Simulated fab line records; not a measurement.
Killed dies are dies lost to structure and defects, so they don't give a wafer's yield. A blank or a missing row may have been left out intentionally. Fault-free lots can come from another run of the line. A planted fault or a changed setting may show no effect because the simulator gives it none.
What tool caused it? | flow sfq_line | Sampling: 7 lots, 21 wafers, 2 of 325 route steps

WHAT THE GAUGES SHOWED, per wafer
SFQ_JJ_RS_MEAS_929: uses a four-point probe to measure.
lot  | measured     | on            | JJ_NB_RS (ohm/sq)
L850 | day 46 08:46 | film_metro-03 | 1.041 1.075 1.069
L852 | day 46 20:12 | film_metro-03 | 1.037 1.051 1.039
L854 | day 50 15:40 | film_metro-03 | 1.061 1.049 1.062
L860 | day 54 14:05 | film_metro-04 | 1.056 1.043 0.785
L863 | day 55 06:54 | film_metro-01 | 0.782 1.059 1.045
L868 | day 58 01:07 | film_metro-03 | 1.028 1.045 1.049
L871 | day 58 15:27 | film_metro-01 | 1.046 1.041 1.043

TOOL THAT RAN EACH LOT (tool first, then ch and the chambers of the sampled wafers, then the start)
lot  | SFQ_TRILAYER_JJ_TRILAYER_DEP_SPUTTER_112
L850 | pvd_sputter-03, day 46 08:41
L852 | pvd_sputter-05, day 46 20:05
L854 | pvd_sputter-04, day 50 15:35
L860 | pvd_sputter-04, day 54 13:59
L863 | pvd_sputter-04, day 55 06:49
L868 | pvd_sputter-03, day 58 01:02
L871 | pvd_sputter-03, day 58 15:22
- SFQ_TRILAYER_JJ_TRILAYER_DEP_SPUTTER_112: material Nb, target thk 170 nm, time 113.3 s.

THE ANSWER, worked out from the rows above alone
Rule: usual is defined by the lots themselves. The widest of any qualifying gaps counts: lots, ordered by their means at a reading, are off when they make up no more than a third of the lots, leave a main group of 4 or more, and stand apart from it by 3 or more times the standard deviation of that group's means. A main group is skipped when, at the precision printed for the reading in the tables above, its means are all equal. A lot without any number at a reading at which 4 lots or more have one is off too. All remaining lots with rows at the step are treated as sound.
Off: L860, L863, seen at SFQ_JJ_RS_MEAS_929 (JJ_NB_RS). For the main group the mean is 1.049 ohm/sq and the standard deviation 0.0087.
A tool fits if, at a process step before that reading, it ran every lot that is off, and no sound lot after the first of them. Those tools and the gauges at SFQ_JJ_RS_MEAS_929 are tried in the same way. One candidate fits, namely pvd_sputter-04 at SFQ_TRILAYER_JJ_TRILAYER_DEP_SPUTTER_112. A fault onset in the window from L854 (day 50 15:35, its last sound lot) to L860 (day 54 13:59, its first lot off) fits.

WHAT THE SIMULATOR HAD INSERTED
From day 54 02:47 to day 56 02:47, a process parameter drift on pvd_sputter-04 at SFQ_TRILAYER_JJ_TRILAYER_DEP_SPUTTER_112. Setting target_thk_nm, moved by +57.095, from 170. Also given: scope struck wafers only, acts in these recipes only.
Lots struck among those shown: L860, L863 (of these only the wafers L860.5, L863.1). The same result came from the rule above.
